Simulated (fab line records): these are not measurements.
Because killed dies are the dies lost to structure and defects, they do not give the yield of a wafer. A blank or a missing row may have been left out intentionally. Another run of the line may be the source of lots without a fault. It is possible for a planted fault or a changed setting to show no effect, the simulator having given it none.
Which tool did it? ; flow gf180mcu ; Sampling: 7 lots, 21 wafers, 2 of 602 route steps

## WHAT THE GAUGES READ, wafer by wafer
GF_V4_BOW_MEAS_05.
lot;measured;on;V4_BOW (um)
L857;day 23 21:02;film_metro-01;132 122 120
L867;day 26 20:56;film_metro-04;122 132 103
L869;day 27 18:14;film_metro-04;130 139 136
L871;day 28 05:50;film_metro-04;133 133 117
L873;day 28 23:10;film_metro-03;128 125 133
L878;day 30 12:05;film_metro-01;135 128 131
L879;day 30 19:16;film_metro-03;135 134 138

## WHAT TOOL EACH LOT RAN ON (gives the tool, then ch and the chambers of the sampled wafers, and finally the start)
lot;GF_V4_CMP_04
L857;cmp-02 ch 1,2,3, day 23 20:49
L867;cmp-01 ch 0,1,2, day 26 20:38
L869;cmp-01 ch 0,1, day 27 17:56
L871;cmp-02 ch 0,1,2, day 28 05:32
L873;cmp-02 ch 1,2,3, day 28 22:52
L878;cmp-01 ch 1,2,3, day 30 11:50
L879;cmp-01 ch 0,1,2, day 30 18:58
- GF_V4_CMP_04: polishes SiO2.

## THE ANSWER, worked out from the rows above alone
Rule: what is usual is taken from the lots themselves. The widest of any qualifying gaps counts: lots, ordered by their means at a reading, are off when they make up no more than a third of the lots, leave a main group of 4 or more, and stand apart from it by 3 or more times the standard deviation of that group's means. Not used: any main group whose means are identical at the precision the tables above print for the reading. Also off: a lot with no number at a reading for which 4 or more lots have one. All remaining lots with rows at the step are treated as sound.
Across all readings shown, no lot is off: no conclusion can be drawn from this.

## WHAT THE SIMULATOR PUT IN
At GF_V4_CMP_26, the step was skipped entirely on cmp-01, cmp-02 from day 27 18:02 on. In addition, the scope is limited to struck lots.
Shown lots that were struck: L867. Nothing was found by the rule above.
